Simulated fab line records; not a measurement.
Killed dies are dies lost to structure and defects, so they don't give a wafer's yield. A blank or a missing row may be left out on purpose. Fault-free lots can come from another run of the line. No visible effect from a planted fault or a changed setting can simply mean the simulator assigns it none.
What tool caused it?    flow gf180mcu    Sampling: 14 lots, 42 wafers, 2 of 602 route steps

WHAT THE GAUGES READ, wafer by wafer
GF_HV_LDD_RS_MEAS_53: the measuring method here is four-point-probe.
lot   measured      on            HV_LDD_RS (ohm/sq)
L433  day 12 11:17  filmMetro-02  417.2 417.1 417.8
L435  day 13 01:26  filmMetro-04  419.0 418.1 417.8
L434  day 13 06:06  filmMetro-03  419.0 418.9 419.0
L436  day 13 12:47  filmMetro-03  417.8 417.8 418.5
L437  day 13 21:39  filmMetro-04  419.5 421.3 418.9
L440  day 14 20:13  filmMetro-02  418.7 418.7 419.1
L444  day 16 10:47  filmMetro-03  407.3 406.8 407.8 407.1 407.2 407.7
L445  day 16 12:18  filmMetro-02  418.2 418.5 419.1
L446  day 16 22:08  filmMetro-02  406.2 406.7 406.6 406.4 406.7 405.5
L450  day 18 02:44  filmMetro-03  418.6 419.4 419.5
L451  day 18 11:53  filmMetro-04  417.7 416.9 417.8
L453  day 19 09:31  filmMetro-04  419.1 419.1 420.0
L455  day 19 19:17  filmMetro-02  415.9 416.3 415.5
L456  day 20 08:16  filmMetro-02  417.2 417.2 416.6

WHICH TOOL RAN EACH LOT (tool, then ch and the chambers of the sampled wafers, then the start)
lot   GF_HV_LDD_IMPLANT_33
L433  implanter-02 ch 0, day 11 15:13
L435  implanter-03 ch 0, day 12 05:22
L434  implanter-01 ch 0, day 12 09:23
L436  implanter-01 ch 0, day 12 15:45
L437  implanter-03 ch 0, day 12 23:49
L440  implanter-03 ch 0, day 13 22:34
L444  implanter-02 ch 0, day 15 11:59
L445  implanter-03 ch 0, day 15 12:56
L446  implanter-02 ch 0, day 15 22:33
L450  implanter-03 ch 0, day 17 02:34
L451  implanter-03 ch 0, day 17 12:05
L453  implanter-01 ch 0, day 18 08:30
L455  implanter-03 ch 0, day 18 18:02
L456  implanter-02 ch 0, day 19 06:41
- GF_HV_LDD_IMPLANT_33

AS READ BY THE TOOLS THEMSELVES (means over the sampled wafers that have a number; for cases with no such wafer, the mark the record gives instead)
GF_HV_LDD_IMPLANT_33.
lot   tool          beamEnergyKeV
L433  implanter-02  59.992
L435  implanter-03  59.988
L434  implanter-01  59.990
L436  implanter-01  59.998
L437  implanter-03  59.985
L440  implanter-03  60.010
L444  implanter-02  68.474
L445  implanter-03  59.980
L446  implanter-02  68.490
L450  implanter-03  59.985
L451  implanter-03  59.982
L453  implanter-01  59.996
L455  implanter-03  60.004
L456  implanter-02  60.003

THE ANSWER, worked out from the rows above alone
Rule: usual is defined by the lots themselves. The widest of any qualifying gaps counts: lots, ordered by their means at a reading, are off when they make up no more than a third of the lots, leave a main group of 4 or more, and stand apart from it by 3 or more times the standard deviation of that group's means. If all means in a main group match to the digits the tables above print for the reading, that group is not used. A lot without any number at a reading at which 4 lots or more have one is off too. Where the step has rows for the other lots, those lots are counted as sound. The gauges are gone through in route order, then the tools' own readings, and for those a lot's mean is taken as printed above. The first step at which some lot is off is used, and at that step the reading that is off furthest; a lot without a number counts as furthest.
Off: L444, L446, seen at GF_HV_LDD_RS_MEAS_53 (HV_LDD_RS). Main group: mean 418.2 ohm/sq, sd 1.1.
If a tool, at a process step before that reading, ran all the lots that are off and no sound lot after the first of them, it fits. Not tried: the gauges at GF_HV_LDD_RS_MEAS_53; whatever is off there is also off at GF_HV_LDD_IMPLANT_33, on other tools, and gauge error can't account for it. No candidate that was tried fits.

WHAT WAS PUT IN BY THE SIMULATOR
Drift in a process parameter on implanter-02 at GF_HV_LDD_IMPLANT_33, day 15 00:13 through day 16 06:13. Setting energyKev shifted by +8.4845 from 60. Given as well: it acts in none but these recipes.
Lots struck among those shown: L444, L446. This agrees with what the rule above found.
